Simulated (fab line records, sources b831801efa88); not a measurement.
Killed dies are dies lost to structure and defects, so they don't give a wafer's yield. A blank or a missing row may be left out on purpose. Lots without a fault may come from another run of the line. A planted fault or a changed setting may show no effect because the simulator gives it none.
Which tool did it? | flow gf180mcu | 14 lots, 42 wafers sampled, at 6 steps of a route of 602

WHAT THE GAUGES READ, wafer by wafer
GF_HV_LDD_THK_MEAS_55.
lot  | measured     | on            | HV_LDD_CVD_54_THK (nm)
L906 | day 12 11:51 | film_metro-04 | 9.87 9.84 9.83
L909 | day 13 10:04 | film_metro-04 | 9.98 10.05 10.14
L910 | day 14 01:59 | film_metro-01 | 9.94 9.98 9.97
L911 | day 14 08:23 | film_metro-02 | 9.68 10.00 9.80
L913 | day 14 19:04 | film_metro-04 | 10.09 10.17 10.13
L914 | day 15 05:27 | film_metro-01 | 9.94 10.13 10.08
L915 | day 15 19:09 | film_metro-02 | 9.90 9.81 9.80
L916 | day 16 03:16 | film_metro-04 | 9.94 9.97 9.90
L919 | day 17 00:49 | film_metro-04 | 10.10 9.83 9.95
L920 | day 17 01:07 | film_metro-02 | 9.88 9.92 9.83
L923 | day 18 07:14 | film_metro-02 | 9.89 9.97 9.96
L927 | day 19 12:51 | film_metro-04 | 9.62 9.79 9.68
L928 | day 19 18:04 | film_metro-01 | 9.91 9.93 9.99
L929 | day 20 06:07 | film_metro-01 | 9.89 9.78 9.72

GF_HV_LDD_THK_MEAS_57.
lot  | measured     | on            | HV_LDD_CVD_56_THK (nm)
L906 | day 12 13:20 | film_metro-02 | 89.0 89.7 89.3
L909 | day 13 11:33 | film_metro-04 | 89.1 90.1 88.7
L910 | day 14 03:28 | film_metro-02 | 89.2 89.1 89.1
L911 | day 14 09:52 | film_metro-02 | 92.1 90.7 91.5
L913 | day 14 20:33 | film_metro-04 | 89.9 89.1 88.9
L914 | day 15 06:56 | film_metro-02 | 89.7 89.6 89.6
L915 | day 15 20:38 | film_metro-02 | 89.0 89.7 88.9
L916 | day 16 05:29 | film_metro-02 | 89.5 88.9 89.1
L919 | day 17 02:18 | film_metro-01 | 89.4 90.6 90.0
L920 | day 17 02:37 | film_metro-02 | 91.0 90.9 91.1
L923 | day 18 08:43 | film_metro-02 | 90.2 89.7 90.0
L927 | day 19 14:20 | film_metro-01 | 89.6 89.1 89.6
L928 | day 19 19:33 | film_metro-01 | 90.9 90.5 90.1
L929 | day 20 07:37 | film_metro-02 | 89.7 90.0 90.0

GF_NSD_CD_MEAS_07: target cd 400 nm.
lot  | measured     | on        | cd_nm (nm)
L906 | day 13 08:14 | cd_sem-01 | 404.5 402.5 403.1
L909 | day 14 08:08 | cd_sem-01 | 399.2 397.5 398.7
L910 | day 15 00:10 | cd_sem-02 | 398.8 398.8 401.7
L911 | day 15 06:49 | cd_sem-01 | 401.2 402.0 398.5
L913 | day 15 18:28 | cd_sem-02 | 397.7 399.1 395.7
L914 | day 16 04:17 | cd_sem-02 | 396.3 396.5 398.2
L915 | day 16 18:59 | cd_sem-02 | 400.4 402.6 401.5
L916 | day 17 04:05 | cd_sem-02 | 396.8 394.6 394.5
L919 | day 18 01:16 | cd_sem-02 | - - -
L920 | day 18 01:40 | cd_sem-02 | - - -
L923 | day 19 08:40 | cd_sem-01 | 405.1 400.3 402.5
L927 | day 20 14:25 | cd_sem-02 | 401.7 402.0 400.5
L928 | day 20 20:04 | cd_sem-01 | 398.0 399.6 401.0
L929 | day 21 07:44 | cd_sem-02 | 398.9 396.6 396.8

GF_PSD_TW_MEAS_11.
lot  | measured     | on            | PSD_TW
L906 | day 14 05:12 | film_metro-03 | 3177 3199 3165
L909 | day 15 05:38 | film_metro-02 | 3202 3202 3205
L910 | day 15 22:31 | film_metro-02 | 3205 3193 3194
L911 | day 16 05:37 | film_metro-03 | 3188 3200 3191
L913 | day 16 17:25 | film_metro-04 | 3153 3167 3146
L914 | day 17 03:11 | film_metro-03 | 3188 3161 3189
L915 | day 17 19:03 | film_metro-03 | 3159 3162 3173
L916 | day 18 04:35 | film_metro-04 | 3115 3112 3125
L919 | day 19 01:17 | film_metro-02 | 4257 4255 4245
L920 | day 19 01:53 | film_metro-03 | 4244 4213 4266
L923 | day 20 09:07 | film_metro-04 | 3125 3130 3142
L927 | day 21 14:42 | film_metro-03 | 3176 3187 3167
L928 | day 21 20:36 | film_metro-02 | 3174 3192 3183
L929 | day 22 08:06 | film_metro-04 | 3163 3167 3158

WHICH TOOL RAN EACH LOT (tool, then ch and the chambers of the sampled wafers, then the start)
lot  | GF_HV_LDD_RTA_52                 | GF_NSD_COAT_02
L906 | rtp_anneal-01 ch 0, day 12 10:39 | litho_track-02 ch 0, day 12 22:04
L909 | rtp_anneal-01 ch 0, day 13 08:51 | litho_track-02 ch 0, day 13 21:16
L910 | rtp_anneal-02 ch 0, day 14 00:46 | litho_track-01 ch 0, day 14 13:22
L911 | rtp_anneal-02 ch 0, day 14 07:11 | litho_track-02 ch 0, day 14 19:19
L913 | rtp_anneal-01 ch 0, day 14 17:52 | litho_track-03 ch 0, day 15 07:48
L914 | rtp_anneal-01 ch 0, day 15 04:14 | litho_track-01 ch 0, day 15 16:50
L915 | rtp_anneal-01 ch 0, day 15 17:26 | litho_track-02 ch 0, day 16 08:07
L916 | rtp_anneal-01 ch 0, day 16 01:34 | litho_track-01 ch 0, day 16 16:25
L919 | rtp_anneal-02 ch 0, day 16 23:36 | litho_track-01, day 17 13:13
L920 | rtp_anneal-01 ch 0, day 16 23:55 | litho_track-02, day 17 13:49
L923 | rtp_anneal-01 ch 0, day 18 06:02 | litho_track-01 ch 0, day 18 20:05
L927 | rtp_anneal-02 ch 0, day 19 11:38 | litho_track-03 ch 0, day 20 02:05
L928 | rtp_anneal-02 ch 0, day 19 16:52 | litho_track-03 ch 0, day 20 07:38
L929 | rtp_anneal-02 ch 0, day 20 04:55 | litho_track-02 ch 0, day 20 19:43
- GF_HV_LDD_RTA_52: time 10 s.
- GF_NSD_COAT_02: resist thk 1000 nm.

WHAT THE TOOLS THEMSELVES READ (means of the sampled wafers that have a number; where no wafer has one, the mark that the record gives instead)
GF_HV_LDD_RTA_52.
lot  | tool          | lamp_power_pct (%) | wafer_temp_C_max
L906 | rtp_anneal-01 | 33.2               | 1007.1
L909 | rtp_anneal-01 | 33.2               | 1005.0
L910 | rtp_anneal-02 | 28.5               | 1004.0
L911 | rtp_anneal-02 | 28.5               | 1003.4
L913 | rtp_anneal-01 | 33.2               | 1006.5
L914 | rtp_anneal-01 | 33.2               | 1007.0
L915 | rtp_anneal-01 | 33.2               | 1007.1
L916 | rtp_anneal-01 | 33.2               | 1007.4
L919 | rtp_anneal-02 | 28.5               | 1002.6
L920 | rtp_anneal-01 | 33.2               | 1006.8
L923 | rtp_anneal-01 | 33.3               | 1007.8
L927 | rtp_anneal-02 | 28.5               | 1002.7
L928 | rtp_anneal-02 | 28.5               | 1003.3
L929 | rtp_anneal-02 | 28.5               | 1003.5

GF_NSD_COAT_02.
lot  | tool           | chill_plate_temp_C (C) | dispense_pressure_kPa (kPa)
L906 | litho_track-02 | 23.14                  | 53
L909 | litho_track-02 | 22.88                  | 53
L910 | litho_track-01 | 23.03                  | 42
L911 | litho_track-02 | 23.06                  | 53
L913 | litho_track-03 | 22.89                  | 42
L914 | litho_track-01 | 23.09                  | 42
L915 | litho_track-02 | 23.00                  | 53
L916 | litho_track-01 | 22.97                  | 42
L919 | litho_track-01 | -                      | -
L920 | litho_track-02 | -                      | -
L923 | litho_track-01 | 22.91                  | 42
L927 | litho_track-03 | 22.99                  | 42
L928 | litho_track-03 | 22.84                  | 42
L929 | litho_track-02 | 22.93                  | 53

THE ANSWER, worked out from the rows above alone
Rule: what is usual is taken from the lots themselves. Put in order of their means at a reading, lots are off if they are a third of the lots or fewer, leave a main group of 4 or more, and stand apart from it by a gap of 3 or more times the standard deviation of the main group's means; of several such gaps the widest counts. A main group whose means are all the same, to the digits that the tables above print for the reading, isn't used. A lot without any number at a reading at which 4 lots or more have one is off too. The other lots that the step has rows for count as sound. The gauges are gone through in route order, then the tools' own readings, and for those a lot's mean is taken as printed above. The first step at which some lot is off is used, and at that step the reading that is off furthest; a lot without a number counts as furthest.
Off: L919, L920, at GF_NSD_CD_MEAS_07 (cd_nm). Without a number there: L919, L920. The main group: mean 399.5 nm, standard deviation 2.4.
A tool fits if, at a process step before that reading, it ran every lot that is off, and no sound lot after the first of them. The gauges at GF_NSD_CD_MEAS_07 aren't tried: what is off there is off at GF_PSD_TW_MEAS_11 too, on other tools, and a gauge's error can't cause that. None of those tried fits.

WHAT THE SIMULATOR HAD PUT IN
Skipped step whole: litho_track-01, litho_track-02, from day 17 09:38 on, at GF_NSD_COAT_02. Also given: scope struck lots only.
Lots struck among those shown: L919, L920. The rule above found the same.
